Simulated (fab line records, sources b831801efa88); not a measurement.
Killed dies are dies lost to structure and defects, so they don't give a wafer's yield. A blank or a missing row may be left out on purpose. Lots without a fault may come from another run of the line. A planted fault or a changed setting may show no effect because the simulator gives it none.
Chamber matching | flow gf180mcu | GF_V2_ETCH_16 on rie_diel-01: 4 sister chambers
The step etches BARC in N2/H2. 4 wafers are shown with their chamber, then 8 later ones without.

WAFERS WITH THEIR CHAMBER
wafer  | chamber | throttle_valve_pct (%)
L080.3 | 3       | 13.233
L080.4 | 2       | 13.216
L085.5 | 1       | 13.233
L093.1 | 0       | 13.242

WAFERS WITHOUT THEIR CHAMBER
wafer  | throttle_valve_pct (%)
L093.4 | 13.227
L093.5 | 13.219
L094.1 | 13.232
L094.2 | 13.210
L094.6 | 13.223
L097.1 | 13.209
L097.3 | 13.227
L097.5 | 13.224

WHICH CHAMBER EACH WENT THROUGH
wafer  | from the rows above               | in truth
L093.4 | can't be placed: 1 or 3 or 2 or 0 | 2
L093.5 | can't be placed: 2 or 1 or 3      | 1
L094.1 | can't be placed: 1 or 3 or 0      | 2
L094.2 | 2                                 | 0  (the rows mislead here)
L094.6 | can't be placed: 2 or 1 or 3      | 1
L097.1 | 2                                 | 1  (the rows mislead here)
L097.3 | can't be placed: 1 or 3 or 2 or 0 | 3
L097.5 | can't be placed: 2 or 1 or 3 or 0 | 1
Placed correctly: 0 of 8. Can't be placed from these rows: 6 (the true chamber is among the candidates in 5). Placed wrongly: 2.
How it was worked out, from the rows above alone: a wafer's distance from a chamber is the root of the sum, over the readings, of the square of ((its reading less the chamber's mean) divided by the reading's scatter). The wafer belongs to the nearest chamber; if the next one is less than 2 further off, it can't be placed. A chamber's mean is the mean of its shown wafers. The scatter: with one shown wafer a chamber, the root of the mean of the squares of how far each hidden wafer lies from its nearest shown one.
